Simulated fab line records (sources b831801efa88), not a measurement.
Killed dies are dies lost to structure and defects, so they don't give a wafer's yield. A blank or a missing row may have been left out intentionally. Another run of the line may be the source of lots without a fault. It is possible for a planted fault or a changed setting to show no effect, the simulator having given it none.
Problem report, 8D (eight disciplines) form, completed by code ; flow sky130 ; the parts of the form that need people (team, actions taken, sign-off) are left out

## 1. THE ISSUE
Wafers without a fault read 56.60 W, standard deviation 0.044; heater-power-total-W at SKY_SONOS_TUNNEL_SOFTBAKE_03 reads a mean of 54.64 W on 6 wafers belonging to 2 lots. Measured from the usual mean, that is -45 standard deviations.
The step: time 60 s.
The first sign was on wafer L880.3 at day 14 19:11, on litho-track-02. The record holds 18 wafers of 6 lots with a number at this step. The rule behind "out" and "out of limits": a value lying over 4 standard deviations away from the usual mean. Any other wafer with a number is counted as sound.

## 2. WHAT IT IS, WHAT IT ISN'T
question;is;is not
which readings at this step;heater-power-total-W, plate-temp-C;-
which lots;L880, L881;L870, L877, L883, L887
which wafers of those lots;all that have a number;-
read on which tools;litho-track-02;litho-track-01, litho-track-03
when;from day 14 19:11;"up to then (6 sound wafers); but 6 sound wafers of L883, L887 came after"

## 3. WHAT RULES OUT EACH SUSPECT
Counting: a tool at any process step up to the reading remains a suspect when it ran all the lots that are out and ran no sound lot after the first of those.
- litho-track-02 at SKY_SONOS_TUNNEL_SOFTBAKE_03 (time 60 s): kept. All lots that are out passed through it, beginning with L880 at day 14 19:11, and no sound lot followed; its final sound lot before that point was L877 at day 13 20:32. Out on those wafers are its own readings of heater-power-total-W, plate-temp-C.
Left after counting: litho-track-02 at SKY_SONOS_TUNNEL_SOFTBAKE_03.

## 4. THE CAUSE (what the simulator had put in)
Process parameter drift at SKY_SONOS_TUNNEL_SOFTBAKE_03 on litho-track-02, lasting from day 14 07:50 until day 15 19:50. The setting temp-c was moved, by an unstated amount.
The count eliminated every tool but this one.

## 5. THE CHAIN OF EFFECTS, in route order
One row per reading whose mean, taken over the struck wafers that have a number, lies over 3 standard deviations from the usual. Only readings for which the record gives a usual standard deviation are gone through. hours: the time from each lot's start at the first step in this table that gives one to its start at this step, as a median over the lots. sigmas: the change in usual standard deviations.
hours;step;reading;usual;on struck wafers;change;sigmas
0;SKY_SONOS_TUNNEL_SOFTBAKE_03;heater-power-total-W;56.60 W;54.64;-1.96;-45
0;SKY_SONOS_TUNNEL_SOFTBAKE_03;plate-temp-C;89.99 C;87.79;-2.20;-15
It contains these process steps:
- SKY_SONOS_TUNNEL_SOFTBAKE_03: time 60 s.
Later measuring or inspecting steps at which every struck wafer that the step has a row for has a number for every such reading, and none has moved that far: SKY_SONOS_TUNNEL_CD_MEAS_07.

## 6. WHAT WOULD HAVE CAUGHT IT SOONER
The fault began at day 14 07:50; the first out-of-limits reading in this record came at day 14 19:11, 11 hours later.
